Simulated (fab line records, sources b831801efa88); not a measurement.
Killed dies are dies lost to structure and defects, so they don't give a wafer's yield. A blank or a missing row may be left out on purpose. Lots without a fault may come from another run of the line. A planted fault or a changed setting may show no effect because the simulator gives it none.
fab line records | flow sky130
record lots=6 wafers=18 last_day=50
route steps=708 shown METAL3@556 PAD_OPEN@708
lots that met no fault: from a run of the same line without faults
start_h: hours from the record's first day to the start of the lot's first wafer shown | wait_h: hours since the lot's step before | " the same as in the row above | L1.1+2: a row that stands for several wafers | - no value, or no start given | * or withheld: withheld | < > ~ a bound
route shown NAME@n: a module of which the file shows steps, and the number in the route of the first | usual: mean/standard deviation of fault-free wafers | same: alike in all rows | chamber/n: place in a boat | sites: the reading at each site | _std_site: their standard deviation | _edge_site: outer sites' mean less inner sites' | radius_mm: how far each site lies from the wafer's centre | mask NAME#n: copy n | behind: the tool/chamber that last shaped the wafer | hold: why the lot was held/for how many hours/how that ended | device: the transistor (n, p or np) that didn't switch | end of line: the same wafers' tests at the end of the route | a step without rows: its recipe alone | killed: dies lost to structure and defects at the first sort, not the wafer's yield | map: a wafer's dies, x killed, . not, _ none there
set.NAME: the setting as run; set.NAME@STEP: as run at that earlier step | model.NAME: the simulator's own value behind a step, which no gauge read
lots at some steps of the route; a table a step, a row a wafer
services: from which hour (start_h, from the record's first day; less than 0 if before it) a tool's chamber was out of use, for how many hours, and why
## steps
# step SKY_METAL3_HMDS_06
# recipe prime_time_s=60 prime_temp_c=120
# step SKY_METAL3_COAT_07
# recipe resist=BARC temp_c=withheld time_s=withheld spin_rpm=3000 resist_thk_nm=60
# step SKY_METAL3_COAT_08
# recipe resist=KrF-thick spin_rpm=3000 resist_thk_nm=1140
# step SKY_METAL3_SOFTBAKE_09
# recipe temp_c=100 time_s=90 resist=KrF-thick
# step SKY_METAL3_EXPOSE_10
# recipe mask_id=MM3 na=0.68 source_shape=annular sigma_inner=0.4 sigma_outer=0.8 target_cd_nm=300 dose_mj=28
# step SKY_METAL3_PEB_11
# recipe peb_temp_c=withheld peb_time_s=withheld resist=KrF-thick
# step SKY_METAL3_DEVELOP_12
# recipe develop_time_s=60 resist=KrF-thick dev_temp_c=21
# step SKY_METAL3_CD_MEAS_13
# recipe target_cd_nm=300
# usual cd_nm=300.0/1.6
# columns lot.wafer tool chamber start_h wait_h cd_nm
L777.2 cd_sem-02 - 932.85 - 299.7
L777.4 " - " " 299.0
L777.6 " - " " 299.2
L781.1 cd_sem-01 - 975.22 - 299.7
L781.3 " - " " 301.0
L781.6 " - " " 300.2
L785.2 cd_sem-02 - 990.44 - 302.9
L785.4 " - " " 301.5
L785.5 " - " " 302.1
L784.2 cd_sem-01 - 994.89 - 301.2
L784.3 " - " " 300.9
L784.6 " - " " 301.5
L787.3 cd_sem-01 - 1009.76 - 299.0
L787.4 " - " " 298.9
L787.5 " - " " 301.6
L796.1 cd_sem-01 - 1068.62 - 297.8
L796.2 " - " " 294.6
L796.6 " - " " 296.2
# step SKY_METAL3_OVL_MEAS_14
# usual METAL3_OVL=-8/5.4
# columns lot.wafer tool chamber start_h wait_h METAL3_OVL[nm]
L777.2 overlay-01 - 932.96 0.1 -5
L777.4 " - " " -3
L777.6 " - " " -4
L781.1 overlay-01 - 975.34 0.1 -12
L781.3 " - " " -18
L781.6 " - " " -3
L785.2 overlay-02 - 990.55 0.1 0
L785.4 " - " " -4
L785.5 " - " " -1
L784.2 overlay-02 - 995.00 0.1 -14
L784.3 " - " " -13
L784.6 " - " " -14
L787.3 overlay-01 - 1009.86 0.1 -12
L787.4 " - " " -11
L787.5 " - " " -9
L796.1 overlay-02 - 1068.74 0.1 -5
L796.2 " - " " 4
L796.6 " - " " -6
# step SKY_METAL3_DESCUM_15
# recipe chemistry=O2 source_power_w=150 bias_power_w=0 pressure_mtorr=10 temp_c=40 time_s=8
# usual drypump_motor_current_A=5.9/0.47 oes_product_au=0.999/0.016 temp_c=39.99/0.11
# columns lot.wafer tool chamber start_h wait_h drypump_motor_current_A oes_product_au rf_hours_counter_h temp_c
L777.2 rie_metal-04 1 932.99 0.0 6.4 0.973 13 39.89
L777.4 " 1 " " 6.3 0.976 - 39.96
L777.6 " 0 " " 6.2 1.006 - 40.09
L781.1 rie_metal-04 1 975.38 0.0 6.4 0.972 15 40.08
L781.3 " 0 " " 6.1 1.007 - 39.90
L781.6 " 1 " " 6.3 0.970 - 40.03
L785.2 rie_metal-04 1 990.58 0.0 6.3 0.982 16 39.65
L785.4 " 1 " " 6.3 0.991 - 39.93
L785.5 " 1 " " 6.3 0.976 - 39.87
L784.2 rie_metal-01 0 995.03 0.0 5.9 0.999 4 39.79
L784.3 " 0 " " 5.9 1.001 - 39.90
L784.6 " 1 " " 5.1 1.010 - 40.06
L787.3 rie_metal-04 1 1009.89 0.0 6.3 0.987 - 40.01
L787.4 " 0 " " 6.1 0.993 - 39.93
L787.5 " 0 " " 6.1 1.003 - 39.94
L796.1 rie_metal-01 0 1068.78 0.0 5.9 1.011 8 39.85
L796.2 " 1 " " 5.1 1.018 24 40.11
L796.6 " 1 " " 5.1 1.029 - 39.97
# step SKY_METAL3_ETCH_16
# recipe chemistry=N2/H2 target=BARC ion_energy_ev=200 bias_w=97.29 pressure_mtorr=30 n2_flow_sccm=100 h2_flow_sccm=200 icp_w=500 stop_on=SiO2 time_s=88.2 target_depth_a=600
# usual chamber_pressure_mTorr=29.998/0.026 drypump_motor_current_A=5.9/0.47 oes_product_au=0.626/0.0045 throttle_valve_pct=13.205/0.0077
# columns lot.wafer tool chamber start_h wait_h chamber_pressure_mTorr drypump_motor_current_A oes_product_au rf_hours_counter_h throttle_valve_pct
L777.2 rie_metal-04 1 933.02 0.0 30.011 6.4 0.627 13 13.214
L777.4 " 1 " " 30.008 6.4 0.620 - 13.195
L777.6 " 0 " " 29.974 6.2 0.625 - 13.202
L781.1 rie_metal-04 1 975.41 0.0 30.029 6.4 0.623 15 13.199
L781.3 " 0 " " 29.958 6.1 0.630 - 13.212
L781.6 " 1 " " 29.972 6.4 0.629 - 13.202
L785.2 rie_metal-04 1 990.61 0.0 29.987 6.3 0.633 16 13.196
L785.4 " 1 " " 29.974 6.4 0.632 - 13.204
L785.5 " 1 " " 29.993 6.4 0.621 - 13.206
L784.2 rie_metal-01 0 995.06 0.0 30.038 5.9 0.621 4 13.210
L784.3 " 0 " " 30.014 5.9 0.622 - 13.204
L784.6 " 1 " " 29.983 5.1 0.623 - 13.205
L787.3 rie_metal-04 1 1009.95 0.0 30.019 6.4 0.629 - 13.190
L787.4 " 0 " " 29.975 6.2 0.626 - 13.203
L787.5 " 0 " " 30.010 6.2 0.624 - 13.207
L796.1 rie_metal-01 0 1068.81 0.0 30.015 5.9 0.625 8 13.192
L796.2 " 1 " " 29.970 5.1 0.631 24 13.199
L796.6 " 1 " " 29.960 5.1 0.628 - 13.208
# step SKY_METAL3_ETCH_17
# recipe target=SiO2 stop_on=TiN chemistry=C4F8/O2/Ar source_w=1500 bias_w=1200 pressure_mtorr=40 c4f8_flow_sccm=withheld O2_flow_sccm=6 Ar_flow_sccm=300 time_s=3.9 target_depth_a=150
# usual chamber_pressure_mTorr=40.00/0.035 oes_product_au=0.757/0.0075
# columns lot.wafer tool chamber start_h wait_h chamber_pressure_mTorr oes_product_au rf_hours_counter_h
L777.2 rie_diel-04 2 933.12 0.1 40.03 0.768 4
L777.4 " 3 " " 39.95 0.748 16
L777.6 " 0 " " 39.99 0.758 -
L781.1 rie_diel-01 2 975.51 0.1 39.98 0.753 3
L781.3 " 1 " " 39.98 0.750 11
L781.6 " 3 " " 40.04 0.767 -
L785.2 rie_diel-04 2 990.71 0.1 39.98 0.748 6
L785.4 " 0 " " 40.00 0.754 -
L785.5 " 1 " " 40.08 0.770 -
L784.2 rie_diel-01 1 995.16 0.1 39.94 0.750 11
L784.3 " 0 " " 39.98 0.758 5
L784.6 " 1 " " 40.06 0.752 -
L787.3 rie_diel-04 3 1010.01 0.0 40.05 0.753 18
L787.4 " 2 " " 40.00 0.757 7
L787.5 " 2 " " 40.03 0.766 -
L796.1 rie_diel-01 3 1068.91 0.1 39.96 0.751 19
L796.2 " 0 " " 40.04 0.758 7
L796.6 " 2 " " 39.97 0.755 -
# step SKY_METAL3_METAL_ETCH_18
# recipe target_depth_a=8450 stop_on=SiO2 over_etch_frac=0.3 time_s=183.1 chemistry=Cl2/BCl3 resist_sidewall_deg=88 pressure_mtorr=10 icp_w=900 bias_w=48.5 Cl2_flow_sccm=60 bcl3_flow_sccm=30
# usual chamber_pressure_mTorr=9.999/0.0089 drypump_motor_current_A=5.7/0.37 oes_product_au=0.865/0.0077 throttle_valve_pct=22.264/0.0091
# columns lot.wafer tool chamber start_h wait_h chamber_pressure_mTorr drypump_motor_current_A oes_product_au rf_hours_counter_h throttle_valve_pct
L777.2 rie_metal-02 0 933.13 0.0 10.000 5.5 0.863 12 22.253
L777.4 " 0 " " 9.985 5.5 0.864 - 22.259
L777.6 " 0 " " 9.991 5.5 0.871 - 22.288
L781.1 rie_metal-02 0 975.53 0.0 10.004 5.5 0.861 14 22.263
L781.3 " 1 " " 9.989 5.8 0.860 - 22.263
L781.6 " 0 " " 10.017 5.5 0.855 - 22.278
L785.2 rie_metal-01 0 990.73 0.0 9.986 5.9 0.873 4 22.254
L785.4 " 1 " " 10.006 5.1 0.873 - 22.271
L785.5 " 1 " " 10.013 5.0 0.875 - 22.261
L784.2 rie_metal-02 1 995.18 0.0 11.997 5.8 0.877 4 22.253
L784.3 " 0 " " 10.009 5.5 0.856 - 22.256
L784.6 " 1 " " 12.005 5.8 0.860 - 22.265
L787.3 rie_metal-02 1 1010.09 0.1 12.005 5.8 0.862 - 22.249
L787.4 " 0 " " 10.002 5.5 0.859 - 22.248
L787.5 " 0 " " 9.990 5.5 0.870 - 22.265
L796.1 rie_metal-04 1 1068.93 0.0 10.000 6.4 0.856 20 22.265
L796.2 " 0 " " 10.009 6.1 0.866 18 22.269
L796.6 " 1 " " 10.001 6.4 0.868 - 22.254
# step SKY_METAL3_STRIP_19
# recipe chemistry=O2/N2 power_w=1400 pressure_mtorr=1500 platen_temp_c=withheld o2_flow_sccm=3000 n2_flow_sccm=300 overash_fraction=0.5
# usual drypump_motor_current_A=5.9/0.3 oes_product_au=0.502/0.0067 strip_time_to_endpoint_s=6.54/0.12
# columns lot.wafer tool chamber start_h wait_h drypump_motor_current_A oes_product_au rf_hours_counter_h strip_time_to_endpoint_s
L777.2 plasma_asher-02 0 933.31 0.1 5.8 0.502 109 6.53
L777.4 " 1 " " 5.5 0.498 - 6.50
L777.6 " 1 " " 5.5 0.499 - 6.54
L781.1 plasma_asher-02 1 975.71 0.1 5.4 0.490 113 6.37
L781.3 " 1 " " 5.5 0.511 - 6.63
L781.6 " 1 " " 5.5 0.501 - 6.46
L785.2 plasma_asher-02 1 990.91 0.1 5.5 0.501 115 6.56
L785.4 " 0 " " 5.8 0.500 - 6.49
L785.5 " 0 " " 5.9 0.507 - 6.52
L784.2 plasma_asher-02 1 995.35 0.1 5.5 0.508 115 6.57
L784.3 " 1 " " 5.5 0.491 - 6.47
L784.6 " 1 " " 5.4 0.503 - 6.59
L787.3 plasma_asher-02 0 1010.24 0.1 5.8 0.505 - 6.55
L787.4 " 1 " " 5.5 0.500 - 6.43
L787.5 " 1 " " 5.4 0.495 - 6.45
L796.1 plasma_asher-02 0 1069.10 0.1 5.9 0.510 0 6.72
L796.2 " 1 " " 5.5 0.503 0 6.45
L796.6 " 1 " " 5.5 0.508 - 6.68
# step SKY_PAD_OPEN_PROBE_99
# usual defect_limited_yield=82.5/1.9 killed_at_M0_to_M3=42/6.9 killed_at_M4_up=3.2/1.7 killed_at_contacts=25/5.1 killed_at_front_end=15/4.5 killed_at_other=0.4/0.63 killed_dies=86/9.3 killed_open=46/7 killed_short=39/6.9 sort_bin_3_pad_short=0.9/0.45 sort_bin_5_function=10.4/1.5 sort_bin_6_memory=6.3/1.1 sort_n_pass=406/9.3 sort_yield_pct=82.5/1.9
# same gross_dies=492 killed_at_back_side=0 sort_bin_4_leakage[%]=0 sort_bin_8_speed[%]=0
# columns lot.wafer tool chamber start_h wait_h defect_limited_yield[%] killed_at_M0_to_M3 killed_at_M4_up killed_at_contacts killed_at_front_end killed_at_other killed_dies killed_open killed_short sort_bin_3_pad_short[%] sort_bin_5_function[%] sort_bin_6_memory[%] sort_n_pass sort_yield_pct[%]
L777.2 prober-01 - 1103.03 0.1 82.5 36 1 25 23 1 86 50 35 1.6 11.0 4.9 406 82.5
L777.4 prober-01 - 1103.13 0.2 80.5 40 2 33 20 1 96 61 33 0.6 11.2 7.7 396 80.5
L777.6 prober-01 - 1103.23 0.2 80.1 47 2 26 22 1 98 54 42 1.0 13.4 5.5 394 80.1
L781.1 prober-01 - 1136.45 0.1 81.7 44 2 29 15 0 90 59 31 1.4 9.3 7.5 402 81.7
L781.3 prober-01 - 1136.55 0.2 79.1 49 3 28 22 1 103 48 55 0.6 14.6 5.7 389 79.1
L781.6 prober-01 - 1136.70 0.2 83.3 44 1 26 11 0 82 47 35 0.6 9.6 6.5 410 83.3
L785.2 prober-01 - 1149.68 0.1 84.6 32 4 25 13 2 76 39 37 1.0 8.9 5.5 416 84.6
L785.4 prober-01 - 1149.78 0.2 83.7 38 3 23 16 0 80 47 33 0.4 10.4 5.5 412 83.7
L785.5 prober-01 - 1149.83 0.2 83.7 42 2 23 12 1 80 47 33 0.2 9.6 6.5 412 83.7
L784.2 prober-02 - 1153.58 0.1 81.9 39 4 25 21 0 89 47 42 1.2 10.6 6.3 403 81.9
L784.3 prober-02 - 1153.63 0.2 81.1 51 2 26 14 0 93 40 52 1.0 11.2 6.7 399 81.1
L784.6 prober-02 - 1153.78 0.2 81.1 34 3 33 22 1 93 37 55 1.4 11.0 6.5 399 81.1
L787.3 prober-02 - 1164.49 0.2 82.7 45 2 24 13 1 85 41 44 1.0 10.8 5.5 407 82.7
L787.4 prober-02 - 1164.54 0.2 85.4 39 4 16 13 0 72 44 28 0.2 10.4 4.1 420 85.4
L787.5 prober-02 - 1164.59 0.2 83.3 48 1 26 7 0 82 38 43 1.0 8.9 6.7 410 83.3
L796.1 prober-02 - 1206.99 0.1 82.3 39 2 34 11 1 87 39 47 1.4 10.8 5.5 405 82.3
L796.2 prober-02 - 1207.04 0.1 82.3 47 3 29 8 0 87 46 41 0.8 8.1 8.7 405 82.3
L796.6 prober-02 - 1207.24 0.2 86.0 43 4 11 11 0 69 42 27 0.6 8.7 4.7 423 86.0
# killed by level:class
L777.2 LI_CONTACT:geometric_particle:open=9 VIA3:geometric_particle:open=8 VIA2:geometric_particle:open=7 CONTACT:geometric_particle:open=7 POLY_GATE:geometric_particle:short=6 CONTACT:geometric_particle:short=5 POLY_GATE:geometric_particle:open=4 VIA1:geometric_particle:open=4
L777.4 CONTACT:geometric_particle:open=15 VIA3:geometric_particle:open=12 LI_CONTACT:geometric_particle:open=11 VIA1:geometric_particle:open=7 FIELD_ISO:geometric_particle:open=4 VIA1:geometric_particle:short=4 METAL2:geometric_particle:short=4 VIA2:geometric_particle:short=4
L777.6 VIA1:geometric_particle:open=10 CONTACT:geometric_particle:short=9 VIA3:geometric_particle:open=9 LI_CONTACT:geometric_particle:open=8 CONTACT:geometric_particle:open=7 POLY_GATE:geometric_particle:short=6 METAL3:geometric_particle:short=6 FIELD_ISO:geometric_particle:open=4
L781.1 VIA1:geometric_particle:open=12 LI_CONTACT:geometric_particle:open=11 POLY_GATE:geometric_particle:open=7 CONTACT:geometric_particle:open=7 VIA3:geometric_particle:open=7 VIA2:geometric_particle:open=6 METAL1:geometric_particle:short=5 LI_CONTACT:geometric_particle:short=4
L781.3 CONTACT:geometric_particle:open=12 METAL2:geometric_particle:short=10 FIELD_ISO:geometric_particle:short=9 VIA1:geometric_particle:open=8 METAL3:geometric_particle:short=5 LI_CONTACT:geometric_particle:open=5 CONTACT:geometric_particle:short=5 VIA3:geometric_particle:open=5
L781.6 VIA1:geometric_particle:open=14 CONTACT:geometric_particle:open=10 METAL2:geometric_particle:short=6 LI_CONTACT:geometric_particle:short=5 LI_CONTACT:geometric_particle:open=5 VIA3:geometric_particle:open=5 VIA1:geometric_particle:short=5 VIA2:geometric_particle:open=5
L785.2 VIA1:geometric_particle:open=11 CONTACT:geometric_particle:short=7 LI_CONTACT:geometric_particle:open=6 VIA3:geometric_particle:open=6 LOCAL_INTERCONNECT:geometric_particle:short=5 FIELD_ISO:geometric_particle:short=4 CONTACT:geometric_particle:open=4 VIA1:geometric_particle:short=4
L785.4 VIA1:geometric_particle:open=9 LI_CONTACT:geometric_particle:open=7 CONTACT:geometric_particle:open=7 FIELD_ISO:geometric_particle:open=6 VIA2:geometric_particle:open=6 FIELD_ISO:geometric_particle:short=5 LOCAL_INTERCONNECT:geometric_particle:short=5 VIA1:geometric_particle:short=5
L785.5 LI_CONTACT:geometric_particle:open=10 VIA1:geometric_particle:open=10 FIELD_ISO:geometric_particle:open=7 VIA1:geometric_particle:short=7 VIA3:geometric_particle:open=6 CONTACT:geometric_particle:open=5 CONTACT:geometric_particle:short=4 METAL1:geometric_particle:short=4
L784.2 CONTACT:geometric_particle:short=10 VIA1:geometric_particle:open=9 FIELD_ISO:geometric_particle:short=7 LI_CONTACT:geometric_particle:open=7 VIA2:geometric_particle:open=7 VIA3:geometric_particle:open=7 FIELD_ISO:geometric_particle:open=6 METAL1:geometric_particle:short=6
L784.3 CONTACT:geometric_particle:open=8 METAL1:geometric_particle:short=8 VIA1:geometric_particle:open=8 LOCAL_INTERCONNECT:geometric_particle:short=7 METAL2:geometric_particle:short=7 VIA2:geometric_particle:open=6 VIA1:geometric_particle:short=5 VIA3:geometric_particle:open=5
L784.6 CONTACT:geometric_particle:open=10 LOCAL_INTERCONNECT:geometric_particle:short=10 METAL1:geometric_particle:short=8 FIELD_ISO:geometric_particle:short=7 METAL3:geometric_particle:short=7 POLY_GATE:geometric_particle:short=5 POLY_GATE:geometric_particle:open=4 VIA3:geometric_particle:open=4
L787.3 VIA1:geometric_particle:open=11 CONTACT:geometric_particle:open=7 FIELD_ISO:geometric_particle:short=6 METAL2:geometric_particle:short=6 VIA2:geometric_particle:open=6 CONTACT:geometric_particle:short=5 LOCAL_INTERCONNECT:geometric_particle:short=4 LI_CONTACT:geometric_particle:open=4
L787.4 VIA1:geometric_particle:open=9 VIA3:geometric_particle:open=9 CONTACT:geometric_particle:open=8 VIA1:geometric_particle:short=7 METAL1:geometric_particle:short=4 VIA2:geometric_particle:open=4 METAL2:geometric_particle:short=4 FIELD_ISO:geometric_particle:open=3
L787.5 CONTACT:geometric_particle:open=9 VIA1:geometric_particle:open=8 VIA1:geometric_particle:short=8 CONTACT:geometric_particle:short=7 METAL2:geometric_particle:short=7 METAL1:geometric_particle:short=5 VIA3:geometric_particle:short=5 LI_CONTACT:geometric_particle:open=4
L796.1 CONTACT:geometric_particle:short=11 VIA1:geometric_particle:open=10 CONTACT:geometric_particle:open=9 METAL1:geometric_particle:short=8 LI_CONTACT:geometric_particle:short=5 VIA2:geometric_particle:open=5 LI_CONTACT:geometric_particle:open=4 LOCAL_INTERCONNECT:geometric_particle:short=4
L796.2 CONTACT:geometric_particle:open=13 VIA3:geometric_particle:short=8 VIA1:geometric_particle:open=7 CONTACT:geometric_particle:short=6 POLY_GATE:geometric_particle:open=5 VIA3:geometric_particle:open=5 LI_CONTACT:geometric_particle:open=4 LOCAL_INTERCONNECT:geometric_particle:short=4
L796.6 VIA1:geometric_particle:open=13 CONTACT:geometric_particle:open=7 METAL1:geometric_particle:short=7 VIA2:geometric_particle:open=5 VIA3:geometric_particle:open=5 FIELD_ISO:geometric_particle:open=3 POLY_GATE:geometric_particle:open=3 VIA3:geometric_particle:short=3
## services
# columns tool chamber start_h hours kind
rie_metal-01 0 909.46 - clean
rie_metal-01 0 909.46 14.9 scheduled_down
rie_metal-01 0 909.46 14.9 vent_cycle
plasma_asher-02 - 929.95 3.3 repair
rie_diel-04 3 939.36 9.7 repair
rie_metal-01 0 951.56 3.3 repair
plasma_asher-02 - 954.02 2.8 pm
rie_diel-04 3 985.38 8.4 repair
rie_metal-04 - 997.80 0.9 repair
plasma_asher-02 - 1010.55 5.3 repair
plasma_asher-02 - 1015.91 2.4 repair
rie_metal-01 0 1017.30 3.6 repair
rie_diel-04 1 1030.59 3.0 repair
plasma_asher-02 - 1046.43 1.7 repair
rie_metal-01 0 1048.92 16.9 repair
plasma_asher-02 - 1055.25 9.0 pm
plasma_asher-02 0 1055.25 9.0 vent_cycle
plasma_asher-02 1 1055.25 9.0 vent_cycle
plasma_asher-02 0 1064.25 - clean
plasma_asher-02 1 1064.25 - clean
## key
first_sign step=SKY_METAL3_METAL_ETCH_18 reading=chamber_pressure_mTorr direction=up sigmas=99+ usual=9.999 struck=12.002
effect none on later readings
met_at SKY_METAL3_METAL_ETCH_18
struck_wafers L784.2,L784.6,L787.3
onset_between 975.53 995.18
fault kind=process_parameter_drift tool=rie_metal-02 chamber=1 onset_h=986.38 steps=SKY_METAL3_METAL_ETCH_18 channel=pressure_mtorr offset=2 shape=step end_h=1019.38 acts_in=these_recipes_only stated=10
